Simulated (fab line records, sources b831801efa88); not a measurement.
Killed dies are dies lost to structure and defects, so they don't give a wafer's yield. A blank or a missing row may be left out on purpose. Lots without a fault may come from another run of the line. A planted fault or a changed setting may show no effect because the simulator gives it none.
fab line records | flow gf180mcu | part 1 of 2: steps 1 to 28 of 29
record lots=7 wafers=21 last_day=34
route steps=602 shown V5@557 TOP_METAL@567 PASSIVATION@602
lots that met no fault: from a run of the same line without faults
start_h: hours from the record's first day to the start of the lot's first wafer shown | wait_h: hours since the lot's step before | " the same as in the row above | L1.1+2: a row that stands for several wafers | - no value, or no start given | * or withheld: withheld | < > ~ a bound
route shown NAME@n: a module of which the file shows steps, and the number in the route of the first | usual: mean/standard deviation of fault-free wafers | same: alike in all rows | chamber/n: place in a boat | sites: the reading at each site | _std_site: their standard deviation | _edge_site: outer sites' mean less inner sites' | radius_mm: how far each site lies from the wafer's centre | mask NAME#n: copy n | behind: the tool/chamber that last shaped the wafer | hold: why the lot was held/for how many hours/how that ended | device: the transistor (n, p or np) that didn't switch | end of line: the same wafers' tests at the end of the route | a step without rows: its recipe alone | killed: dies lost to structure and defects at the first sort, not the wafer's yield | map: a wafer's dies, x killed, . not, _ none there
set.NAME: the setting as run; set.NAME@STEP: as run at that earlier step | model.NAME: the simulator's own value behind a step, which no gauge read
lots at some steps of the route; a table a step, a row a wafer
services: from which hour (start_h, from the record's first day; less than 0 if before it) a tool's chamber was out of use, for how many hours, and why
## steps
# step GF_V5_ETCH_17
# recipe chemistry=C4F8/O2/Ar mask_material=KrF target=SiO2 stop_on=TiN source_w=1500 bias_w=1200 pressure_mtorr=40 c4f8_flow_sccm=withheld O2_flow_sccm=6 Ar_flow_sccm=300 time_s=withheld target_depth_a=8550
# step GF_V5_STRIP_18
# recipe chemistry=O2/N2 power_w=1400 pressure_mtorr=1500 platen_temp_c=250 o2_flow_sccm=3000 n2_flow_sccm=314.4 overash_fraction=0.5
# step GF_V5_STRIP_19
# recipe chemistry=post_etch_residue_remover time_s=1200 temp_c=72.5
# step GF_V5_CLEAN_20
# recipe chemistry=DIW dry=n2_spin
# step GF_V5_SPUTTER_21
# recipe material=Ti target_thk_nm=15 chamber_pressure_pa=5 power_w=2500 substrate_temp_c=200 time_s=80.02
# step GF_V5_SPUTTER_22
# recipe material=TiN target_thk_nm=10 chamber_pressure_pa=5 power_w=4000 time_s=40
# usual cathode_dc_power_W=3999.9/0.71 throttle_valve_pct=30.2/0.84
# same time_s=40
# columns lot.wafer tool chamber start_h wait_h cathode_dc_power_W throttle_valve_pct
L799.1 pvd_sputter-02 - 653.67 0.0 3999.9 29.4
L799.4 " - " " 3998.9 31.2
L799.5 " - " " 3998.7 30.7
L802.3 pvd_sputter-01 - 666.28 0.0 4000.5 30.3
L802.4 " - " " 3999.6 30.4
L802.6 " - " " 4000.1 30.7
L810.2 pvd_sputter-02 - 727.47 0.0 4001.5 31.1
L810.3 " - " " 4000.0 31.4
L810.4 " - " " 4000.6 29.6
L813.2 pvd_sputter-01 - 743.28 0.0 3999.7 30.2
L813.3 " - " " 3999.8 30.9
L813.6 " - " " 4000.2 30.2
L814.1 pvd_sputter-01 - 749.15 0.0 4000.6 30.2
L814.2 " - " " 4000.2 29.7
L814.3 " - " " 4000.3 30.1
L816.2 pvd_sputter-02 - 762.20 0.0 4000.1 31.1
L816.4 " - " " 3999.5 31.5
L816.6 " - " " 3999.8 31.2
L820.1 pvd_sputter-03 - 781.48 0.0 3999.0 30.6
L820.4 " - " " 4000.7 28.2
L820.6 " - " " 4000.4 30.3
# step GF_V5_CVD_23
# recipe material=W target_thk_nm=350 time_s=104.9 temp_c=400 pressure_torr=40
# step GF_V5_RS_MEAS_24
# recipe thk_meas_gauge=four-point-probe reads=W_of_V5_CVD_23+TiN_of_V5_SPUTTER_22+Ti_of_V5_SPUTTER_21
# usual V5_W_RS=0.327/0.0039
# columns lot.wafer tool chamber start_h wait_h V5_W_RS[ohm/sq]
L799.1 film_metro-04 - 653.82 0.1 0.333
L799.4 " - " " 0.327
L799.5 " - " " 0.335
L802.3 film_metro-01 - 666.47 0.1 0.330
L802.4 " - " " 0.322
L802.6 " - " " 0.327
L810.2 film_metro-01 - 727.64 0.1 0.329
L810.3 " - " " 0.330
L810.4 " - " " 0.323
L813.2 film_metro-01 - 743.45 0.1 0.331
L813.3 " - " " 0.330
L813.6 " - " " 0.335
L814.1 film_metro-04 - 749.30 0.1 0.323
L814.2 " - " " 0.325
L814.3 " - " " 0.324
L816.2 film_metro-04 - 762.38 0.1 0.327
L816.4 " - " " 0.325
L816.6 " - " " 0.322
L820.1 film_metro-01 - 781.63 0.1 0.333
L820.4 " - " " 0.326
L820.6 " - " " 0.331
# step GF_V5_THK_MEAS_25
# recipe thk_meas_gauge=xrf reads=W_of_V5_CVD_23
# usual V5_W_THK=360/5.8
# columns lot.wafer tool chamber start_h wait_h V5_W_THK[nm]
L799.1 film_metro-04 - 653.94 0.1 356
L799.4 " - " " 360
L799.5 " - " " 352
L802.3 film_metro-01 - 666.57 0.1 353
L802.4 " - " " 361
L802.6 " - " " 357
L810.2 film_metro-01 - 727.75 0.1 350
L810.3 " - " " 352
L810.4 " - " " 355
L813.2 film_metro-01 - 743.56 0.1 347
L813.3 " - " " 349
L813.6 " - " " 343
L814.1 film_metro-04 - 749.42 0.1 368
L814.2 " - " " 368
L814.3 " - " " 365
L816.2 film_metro-04 - 762.49 0.1 364
L816.4 " - " " 366
L816.6 " - " " 369
L820.1 film_metro-01 - 781.75 0.1 349
L820.4 " - " " 358
L820.6 " - " " 351
# step GF_V5_CMP_26
# recipe stop_on=SiO2 down_force_psi=3.5 platen_rpm=60 t_overpolish_s=15 target_thk_nm=0 pad_velocity_m_s=0.94248
# usual motor_current_A=11.0/1 overpolish_run_s=14.999/0.0092 time_to_endpoint_s=86/4.4
# same t_overpolish_s=15
# columns lot.wafer tool chamber start_h wait_h motor_current_A overpolish_run_s time_to_endpoint_s
L799.1 cmp-01 1 654.00 0.1 10.3 15.006 86
L799.4 " 3 " " 12.1 14.991 90
L799.5 " 1 " " 9.6 14.986 86
L802.3 cmp-01 1 666.71 0.1 9.3 15.011 84
L802.4 " 2 " " 9.9 14.991 88
L802.6 " 3 " " 11.4 15.014 91
L810.4 cmp-02 3 727.85 0.1 11.0 15.000 92
L810.3 " 0 " " 9.3 14.993 92
L810.2 " 1 " " 11.3 14.999 88
L813.2 cmp-02 2 743.61 0.0 12.1 14.995 90
L813.3 " 3 " " 10.7 14.992 87
L813.6 " 2 " " 11.3 15.003 86
L814.1 cmp-02 1 749.48 0.1 11.9 15.004 86
L814.2 " 2 " " 11.6 14.996 92
L814.3 " 0 " " 9.7 14.978 91
L816.2 cmp-02 2 762.54 0.0 11.6 15.012 87
L816.4 " 3 " " 11.3 15.000 86
L816.6 " 2 " " 11.8 14.994 88
L820.1 cmp-02 1 781.91 0.2 11.6 15.012 84
L820.4 " 2 " " 12.0 15.008 91
L820.6 " 0 " " 10.3 15.007 89
# step GF_TOP_METAL_SPUTTER_00
# recipe material=Ti target_thk_nm=37.5 arriving_ion_energy_ev=80 substrate_temp_c=200 chamber_pressure_pa=2 power_w=4000 time_s=150
# step GF_TOP_METAL_SPUTTER_01
# recipe material=TiN target_thk_nm=30 power_w=6500 time_s=25 chamber_pressure_pa=0.4
# usual cathode_dc_power_W=6500.0/1.1 throttle_valve_pct=29.9/0.84
# same time_s=25
# columns lot.wafer tool chamber start_h wait_h cathode_dc_power_W throttle_valve_pct
L799.1 pvd_sputter-01 - 654.40 0.1 6499.0 30.2
L799.4 " - " " 6501.1 30.1
L799.5 " - " " 6500.9 30.4
L802.3 pvd_sputter-04 - 667.01 0.1 6500.3 29.1
L802.4 " - " " 6500.4 31.0
L802.6 " - " " 6498.7 30.5
L810.2 pvd_sputter-01 - 728.20 0.1 6499.9 30.3
L810.3 " - " " 6500.3 30.8
L810.4 " - " " 6501.3 29.5
L813.2 pvd_sputter-01 - 744.01 0.1 6501.2 30.2
L813.3 " - " " 6500.2 30.7
L813.6 " - " " 6499.2 30.7
L814.1 pvd_sputter-01 - 749.88 0.1 6499.9 30.2
L814.2 " - " " 6499.6 31.0
L814.3 " - " " 6500.4 29.9
L816.2 pvd_sputter-03 - 762.94 0.1 6498.4 30.3
L816.4 " - " " 6500.1 29.4
L816.6 " - " " 6499.5 30.6
L820.1 pvd_sputter-03 - 782.21 0.1 6499.8 29.3
L820.4 " - " " 6500.7 30.6
L820.6 " - " " 6501.3 30.1
# step GF_TOP_METAL_SPUTTER_02
# recipe material=AlCu target_thk_nm=900 power_w=10600 chamber_pressure_pa=0.3 substrate_temp_c=250 gas=Ar time_s=47.82
# usual cathode_dc_power_W=10600/1.8 throttle_valve_pct=30.0/0.85
# same time_s=47.82
# columns lot.wafer tool chamber start_h wait_h cathode_dc_power_W throttle_valve_pct model.AlCu_of_TOP_METAL_SPUTTER_02.thk_nm
L799.1 pvd_sputter-01 - 654.43 0.0 10600 29.8 911
L799.4 " - " " 10602 30.2 906.3
L799.5 " - " " 10598 30.1 915.4
L802.3 pvd_sputter-04 - 667.04 0.0 10602 28.8 891.6
L802.4 " - " " 10600 30.9 888.5
L802.6 " - " " 10602 30.9 895.9
L810.2 pvd_sputter-01 - 728.23 0.0 8934.3 30.2 762.2
L810.3 " - " " 8934.1 30.9 762.9
L810.4 " - " " 8934.4 30.0 763
L813.2 pvd_sputter-01 - 744.04 0.0 8937.9 30.1 767.1
L813.3 " - " " 8935.8 30.9 757.2
L813.6 " - " " 8934.8 30.7 763.3
L814.1 pvd_sputter-01 - 749.91 0.0 8933.3 30.3 771.3
L814.2 " - " " 8934.1 30.8 762.7
L814.3 " - " " 8932.7 29.8 763.3
L816.2 pvd_sputter-03 - 762.97 0.0 10599 30.1 901.6
L816.4 " - " " 10599 29.4 923
L816.6 " - " " 10595 30.4 884.5
L820.1 pvd_sputter-03 - 782.24 0.0 10607 29.5 906.8
L820.4 " - " " 10601 30.4 872.8
L820.6 " - " " 10599 30.4 872
# step GF_TOP_METAL_SPUTTER_03
# recipe material=Ti target_thk_nm=5 substrate_temp_c=300 chamber_pressure_pa=0.3 power_w=3000 time_s=3.3
# step GF_TOP_METAL_SPUTTER_04
# recipe material=TiN target_thk_nm=25 power_w=6500 time_s=20.8 chamber_pressure_pa=0.4
# usual cathode_dc_power_W=6500.0/1.2 throttle_valve_pct=30.0/0.87
# same time_s=20.8
# columns lot.wafer tool chamber start_h wait_h cathode_dc_power_W throttle_valve_pct
L799.1 pvd_sputter-01 - 654.50 0.0 6499.9 29.6
L799.4 " - " " 6501.9 30.2
L799.5 " - " " 6501.1 30.1
L802.3 pvd_sputter-04 - 667.10 0.0 6498.9 29.1
L802.4 " - " " 6498.9 30.9
L802.6 " - " " 6499.5 30.7
L810.2 pvd_sputter-01 - 728.29 0.0 6498.6 30.2
L810.3 " - " " 6499.5 31.0
L810.4 " - " " 6499.0 30.0
L813.2 pvd_sputter-01 - 744.10 0.0 6500.0 30.1
L813.3 " - " " 6499.6 31.0
L813.6 " - " " 6500.7 30.7
L814.1 pvd_sputter-01 - 749.98 0.0 6500.4 30.4
L814.2 " - " " 6500.9 30.9
L814.3 " - " " 6500.3 30.0
L816.2 pvd_sputter-03 - 763.03 0.0 6501.5 30.1
L816.4 " - " " 6497.1 29.3
L816.6 " - " " 6500.4 30.6
L820.1 pvd_sputter-03 - 782.30 0.0 6501.0 29.6
L820.4 " - " " 6499.6 30.5
L820.6 " - " " 6502.3 30.1
# step GF_TOP_METAL_RS_MEAS_05
# recipe thk_meas_gauge=four-point-probe reads=TiN_of_TOP_METAL_SPUTTER_04+Ti_of_TOP_METAL_SPUTTER_03+AlCu_of_TOP_METAL_SPUTTER_02+TiN_of_TOP_METAL_SPUTTER_01+Ti_of_TOP_METAL_SPUTTER_00
# usual TOP_METAL_ALCU_RS=0.0327/0.00042
# columns lot.wafer tool chamber start_h wait_h TOP_METAL_ALCU_RS[ohm/sq]
L799.1 film_metro-02 - 654.53 0.0 0.0324
L799.4 " - " " 0.0325
L799.5 " - " " 0.0322
L802.3 film_metro-03 - 667.17 0.1 0.0331
L802.4 " - " " 0.0332
L802.6 " - " " 0.0330
L810.2 film_metro-04 - 728.34 0.0 0.0386
L810.3 " - " " 0.0387
L810.4 " - " " 0.0387
L813.2 film_metro-03 - 744.15 0.0 0.0385
L813.3 " - " " 0.0390
L813.6 " - " " 0.0387
L814.1 film_metro-04 - 750.00 0.0 0.0383
L814.2 " - " " 0.0387
L814.3 " - " " 0.0387
L816.2 film_metro-04 - 763.08 0.0 0.0327
L816.4 " - " " 0.0320
L816.6 " - " " 0.0333
L820.1 film_metro-02 - 782.33 0.0 0.0325
L820.4 " - " " 0.0338
L820.6 " - " " 0.0339
# step GF_TOP_METAL_THK_MEAS_06
# recipe thk_meas_gauge=xrf reads=AlCu_of_TOP_METAL_SPUTTER_02
# usual TOP_METAL_ALCU_THK=903/12
# columns lot.wafer tool chamber start_h wait_h TOP_METAL_ALCU_THK[nm]
L799.1 film_metro-02 - 654.65 0.1 910
L799.4 " - " " 907
L799.5 " - " " 914
L802.3 film_metro-03 - 667.27 0.1 894
L802.4 " - " " 892
L802.6 " - " " 895
L810.2 film_metro-04 - 728.45 0.1 763
L810.3 " - " " 761
L810.4 " - " " 761
L813.2 film_metro-03 - 744.26 0.1 768
L813.3 " - " " 757
L813.6 " - " " 764
L814.1 film_metro-04 - 750.12 0.1 773
L814.2 " - " " 763
L814.3 " - " " 763
L816.2 film_metro-04 - 763.19 0.1 904
L816.4 " - " " 923
L816.6 " - " " 884
L820.1 film_metro-02 - 782.45 0.1 905
L820.4 " - " " 872
L820.6 " - " " 873
# step GF_TOP_METAL_DEHYDRATE_07
# recipe temp_c=200 time_s=60
# step GF_TOP_METAL_HMDS_08
# recipe prime_time_s=60 prime_temp_c=120
# step GF_TOP_METAL_COAT_09
# recipe resist=NOVOLAK spin_rpm=3000 resist_thk_nm=1500
# step GF_TOP_METAL_SOFTBAKE_10
# recipe temp_c=90 time_s=60 resist=NOVOLAK
# step GF_TOP_METAL_EXPOSE_11
# recipe mask_id=MetalTop target_cd_nm=440 na=0.6 source_shape=conventional sigma_outer=0.6 dose_mj=170
# step GF_TOP_METAL_PEB_12
# recipe temp_c=withheld time_s=* resist=NOVOLAK
# step GF_TOP_METAL_DEVELOP_13
# recipe develop_time_s=60 dev_temp_c=23
# step GF_TOP_METAL_CD_MEAS_14
# recipe target_cd_nm=440
# usual cd_nm=440.0/2.6
# columns lot.wafer tool chamber start_h wait_h cd_nm
L799.1 cd_sem-01 - 674.17 0.1 437.7
L799.4 " - " " 435.5
L799.5 " - " " 434.7
L802.3 cd_sem-02 - 685.60 0.1 437.3
L802.4 " - " " 437.6
L802.6 " - " " 440.5
L810.2 cd_sem-01 - 744.93 0.1 435.9
L810.3 " - " " 437.9
L810.4 " - " " 442.0
L813.2 cd_sem-02 - 760.29 0.1 437.1
L813.3 " - " " 439.3
L813.6 " - " " 439.5
L814.1 cd_sem-01 - 765.66 0.1 441.1
L814.2 " - " " 438.4
L814.3 " - " " 439.9
L816.2 cd_sem-01 - 778.57 0.1 439.0
L816.4 " - " " 438.1
L816.6 " - " " 439.5
L820.1 cd_sem-02 - 795.92 0.1 441.8
L820.4 " - " " 440.0
L820.6 " - " " 443.0
# step GF_TOP_METAL_OVL_MEAS_15
# usual TOP_METAL_OVL=0.5/1.4
# columns lot.wafer tool chamber start_h wait_h TOP_METAL_OVL[nm]
L799.1 overlay-01 - 674.29 0.1 3.0
L799.4 " - " " 2.1
L799.5 " - " " 4.0
L802.3 overlay-01 - 685.69 0.1 1.4
L802.4 " - " " -1.2
L802.6 " - " " 1.4
L810.2 overlay-01 - 745.03 0.1 -1.1
L810.3 " - " " -1.0
L810.4 " - " " -0.3
L813.2 overlay-02 - 760.40 0.1 -0.1
L813.3 " - " " -0.2
L813.6 " - " " 0.6
L814.1 overlay-02 - 765.78 0.1 1.8
L814.2 " - " " 0.2
L814.3 " - " " 3.8
L816.2 overlay-01 - 778.68 0.1 -0.3
L816.4 " - " " 1.3
L816.6 " - " " 2.6
L820.1 overlay-01 - 796.04 0.1 1.1
L820.4 " - " " 1.6
L820.6 " - " " 1.4
# step GF_TOP_METAL_METAL_ETCH_16
# recipe chemistry=Cl2/BCl3 mask_material=NOVOLAK target_depth_nm=1077.5 stop_on=SiO2 pressure_mtorr=8 icp_w=800 bias_w=140 Cl2_flow_sccm=80 bcl3_flow_sccm=40 time_s=179.6
# usual bcl3_flow_sccm=40.00/0.12 drypump_motor_current_A=5.6/0.47 oes_product_au=0.967/0.0068 throttle_valve_pct=28.257/0.01
# same time_s=179.6
# columns lot.wafer tool chamber start_h wait_h bcl3_flow_sccm drypump_motor_current_A oes_product_au rf_hours_counter_h throttle_valve_pct
L799.1 rie_metal-03 1 674.33 0.0 40.17 5.4 0.969 12 28.252
L799.4 " 0 " " 40.08 5.0 0.973 - 28.250
L799.5 " 1 " " 40.04 5.5 0.967 - 28.251
L802.3 rie_metal-01 0 685.77 0.1 40.17 6.0 0.967 - 28.261
L802.4 " 1 " " 39.92 5.3 0.955 - 28.257
L802.6 " 0 " " 39.85 5.9 0.958 - 28.258
L810.2 rie_metal-01 0 745.06 0.0 39.96 6.0 0.885 11 28.355
L810.3 " 1 " " 39.97 5.3 0.893 - 28.337
L810.4 " 0 " " 39.91 6.0 0.887 - 28.342
L813.2 rie_metal-01 0 760.43 0.0 39.71 6.0 0.893 11 28.341
L813.3 " 0 " " 39.67 6.0 0.881 - 28.362
L813.6 " 1 " " 40.02 5.3 0.882 - 28.335
L814.1 rie_metal-03 1 765.81 0.0 40.02 5.4 0.886 2 28.347
L814.2 " 0 " " 40.00 4.9 0.886 9 28.349
L814.3 " 0 " " 39.99 5.0 0.884 - 28.338
L816.2 rie_metal-01 0 778.71 0.0 40.12 6.0 0.964 12 28.252
L816.4 " 1 " " 40.08 5.3 0.977 - 28.252
L816.6 " 0 " " 39.80 6.0 0.952 - 28.249
L820.1 rie_metal-03 1 796.08 0.0 40.12 5.4 0.962 3 28.257
L820.4 " 1 " " 40.19 5.4 0.960 - 28.271
L820.6 " 1 " " 40.04 5.4 0.945 - 28.281
# step GF_TOP_METAL_STRIP_17
# recipe chemistry=O2/N2 power_w=1400 pressure_mtorr=1500 platen_temp_c=250 o2_flow_sccm=3000 n2_flow_sccm=300 overash_fraction=0.5
# usual drypump_motor_current_A=5.7/0.59 heater_power_w=326/21 oes_product_au=0.711/0.0044 strip_time_to_endpoint_s=13.44/0.11
# same overash_fraction=0.5
# columns lot.wafer tool chamber start_h wait_h drypump_motor_current_A heater_power_w oes_product_au rf_hours_counter_h strip_time_to_endpoint_s
L799.1 plasma_asher-03 1 674.50 0.1 4.9 344 0.705 22 13.29
L799.4 " 0 " " 6.5 299 0.708 - 13.34
L799.5 " 0 " " 6.5 300 0.707 - 13.39
L802.3 plasma_asher-03 1 685.92 0.1 4.9 348 0.716 - 13.62
L802.4 " 0 " " 6.5 303 0.717 - 13.48
L802.6 " 1 " " 4.9 347 0.705 - 13.64
L810.2 plasma_asher-02 0 745.24 0.1 5.5 319 0.709 0 13.38
L810.3 " 0 " " 5.4 312 0.710 - 13.38
L810.4 " 1 " " 5.6 333 0.720 - 13.37
L813.2 plasma_asher-03 1 760.60 0.1 4.9 348 0.709 32 13.53
L813.3 " 1 " " 4.9 344 0.710 - 13.57
L813.6 " 0 " " 6.5 300 0.714 - 13.59
L814.1 plasma_asher-02 1 765.99 0.1 5.6 326 0.711 2 13.50
L814.2 " 0 " " 5.4 313 0.719 2 13.44
L814.3 " 1 " " 5.6 314 0.708 - 13.42
L816.2 plasma_asher-03 0 778.88 0.1 6.5 300 0.711 34 13.61
L816.4 " 1 " " 4.9 350 0.709 - 13.43
L816.6 " 0 " " 6.5 293 0.709 - 13.53
L820.1 plasma_asher-03 0 796.25 0.1 6.5 303 0.713 36 13.55
L820.4 " 1 " " 4.9 345 0.715 - 13.55
L820.6 " 0 " " 6.5 297 0.710 - 13.54
## key
first_sign step=GF_TOP_METAL_SPUTTER_02 reading=cathode_dc_power_W direction=down sigmas=99+ usual=10600 struck=8934.6
effect step=GF_TOP_METAL_RS_MEAS_05 reading=TOP_METAL_ALCU_RS direction=up sigmas=14 usual=0.0327 struck=0.0387
effect step=GF_TOP_METAL_THK_MEAS_06 reading=TOP_METAL_ALCU_THK direction=down sigmas=12 usual=903 struck=764
effect step=GF_TOP_METAL_METAL_ETCH_16 reading=oes_product_au direction=down sigmas=12 usual=0.967 struck=0.886
model_effect step=GF_TOP_METAL_SPUTTER_02 value=AlCu_of_TOP_METAL_SPUTTER_02.thk_nm without=905 struck=763.7
model_effect step=GF_PASSIVATION_PROBE_99 value=etest.met_top.line_ohm_um without=0.07804 struck=0.09263
met_at GF_TOP_METAL_SPUTTER_02
struck_wafers L810.2,L810.3,L810.4,L813.2,L813.3,L813.6,L814.1,L814.2,L814.3
onset_between 654.43 728.23
fault kind=process_parameter_drift tool=pvd_sputter-01 chamber=- onset_h=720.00 steps=GF_TOP_METAL_SPUTTER_02 channel=power_w offset=-1664.2 shape=step end_h=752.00 acts_in=these_recipes_only stated=10600
